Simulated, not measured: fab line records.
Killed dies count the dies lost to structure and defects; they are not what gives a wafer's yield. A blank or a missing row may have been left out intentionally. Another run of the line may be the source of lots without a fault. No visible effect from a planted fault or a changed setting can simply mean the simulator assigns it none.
Chamber matching / flow sky130 / SKY_LI_CONTACT_CMP_02 on cmp-01 has 4 sister chambers
The step polishes PSG. 22 wafers are shown with their chamber, then 11 later ones without.

## WAFERS, EACH WITH ITS CHAMBER
wafer=L082.1; chamber=3; motor-current-A (A)=10.3; time-to-endpoint-s (s)=34.3
wafer=L082.2; chamber=1; motor-current-A (A)=12.0; time-to-endpoint-s (s)=34.2
wafer=L082.3; chamber=2; motor-current-A (A)=13.9; time-to-endpoint-s (s)=31.7
wafer=L083.1; chamber=1; motor-current-A (A)=11.7; time-to-endpoint-s (s)=31.0
wafer=L083.3; chamber=2; motor-current-A (A)=13.9; time-to-endpoint-s (s)=29.9
wafer=L083.6; chamber=3; motor-current-A (A)=10.5; time-to-endpoint-s (s)=31.1
wafer=L085.4; chamber=2; motor-current-A (A)=13.4; time-to-endpoint-s (s)=26.5
wafer=L085.5; chamber=2; motor-current-A (A)=14.0; time-to-endpoint-s (s)=28.6
wafer=L085.6; chamber=1; motor-current-A (A)=12.2; time-to-endpoint-s (s)=32.2
wafer=L087.1; chamber=2; motor-current-A (A)=13.7; time-to-endpoint-s (s)=26.5
wafer=L087.4; chamber=1; motor-current-A (A)=12.1; time-to-endpoint-s (s)=27.9
wafer=L087.6; chamber=1; motor-current-A (A)=11.9; time-to-endpoint-s (s)=28.4
wafer=L088.1; chamber=3; motor-current-A (A)=10.8; time-to-endpoint-s (s)=32.6
wafer=L088.2; chamber=0; motor-current-A (A)=12.0; time-to-endpoint-s (s)=27.2
wafer=L088.3; chamber=2; motor-current-A (A)=13.9; time-to-endpoint-s (s)=25.9
wafer=L090.1; chamber=0; motor-current-A (A)=12.3; time-to-endpoint-s (s)=32.3
wafer=L090.2; chamber=2; motor-current-A (A)=14.1; time-to-endpoint-s (s)=31.0
wafer=L090.4; chamber=3; motor-current-A (A)=10.2; time-to-endpoint-s (s)=30.8
wafer=L091.2; chamber=1; motor-current-A (A)=12.0; time-to-endpoint-s (s)=30.7
wafer=L091.3; chamber=3; motor-current-A (A)=10.7; time-to-endpoint-s (s)=28.8
wafer=L091.5; chamber=3; motor-current-A (A)=9.9; time-to-endpoint-s (s)=26.7
wafer=L092.1; chamber=1; motor-current-A (A)=11.4; time-to-endpoint-s (s)=31.0

SIGNATURES (averages over the wafers above)
reading=motor-current-A; chamber 0=12.150; chamber 1=11.900; chamber 2=13.843; chamber 3=10.400; scatter within a chamber=0.275
reading=time-to-endpoint-s; chamber 0=29.750; chamber 1=30.771; chamber 2=28.586; chamber 3=30.717; scatter within a chamber=2.48
Rule: a wafer's distance from a chamber is the root of the sum, over the readings, of the square of ((its reading less the chamber's mean) divided by the reading's scatter). If the next closest chamber is less than 2 further off than the closest, the wafer can't be placed; otherwise it belongs to the closest. How the scatter is found: for the shown wafers, subtract from each reading the mean of its chamber, square and add these, divide the total by (wafers less chambers), then take the root.

## WAFERS WITH NO CHAMBER GIVEN
wafer=L092.5; motor-current-A (A)=10.4; time-to-endpoint-s (s)=27.9
wafer=L092.6; motor-current-A (A)=12.8; time-to-endpoint-s (s)=28.4
wafer=L093.1; motor-current-A (A)=10.0; time-to-endpoint-s (s)=29.3
wafer=L093.4; motor-current-A (A)=12.2; time-to-endpoint-s (s)=29.3
wafer=L093.5; motor-current-A (A)=14.0; time-to-endpoint-s (s)=26.8
wafer=L095.1; motor-current-A (A)=12.2; time-to-endpoint-s (s)=26.1
wafer=L095.3; motor-current-A (A)=11.3; time-to-endpoint-s (s)=28.5
wafer=L095.6; motor-current-A (A)=12.3; time-to-endpoint-s (s)=32.9
wafer=L097.4; motor-current-A (A)=12.3; time-to-endpoint-s (s)=33.9
wafer=L097.5; motor-current-A (A)=10.4; time-to-endpoint-s (s)=34.4
wafer=L097.6; motor-current-A (A)=13.6; time-to-endpoint-s (s)=30.4

## CHAMBER TAKEN BY EACH
wafer=L092.5; from the rows above=3; in truth=3
wafer=L092.6; from the rows above=can't be placed: 0 or 1 or 2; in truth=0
wafer=L093.1; from the rows above=3; in truth=3
wafer=L093.4; from the rows above=can't be placed: 0 or 1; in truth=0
wafer=L093.5; from the rows above=2; in truth=2
wafer=L095.1; from the rows above=can't be placed: 0 or 1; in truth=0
wafer=L095.3; from the rows above=can't be placed: 1 or 0 or 3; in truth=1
wafer=L095.6; from the rows above=can't be placed: 0 or 1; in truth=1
wafer=L097.4; from the rows above=can't be placed: 0 or 1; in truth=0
wafer=L097.5; from the rows above=3; in truth=3
wafer=L097.6; from the rows above=2; in truth=2
Correct placement for 5 of the 11. Can't be placed from these rows: 6 (the true chamber is among the candidates in 6). 0 placed wrongly.
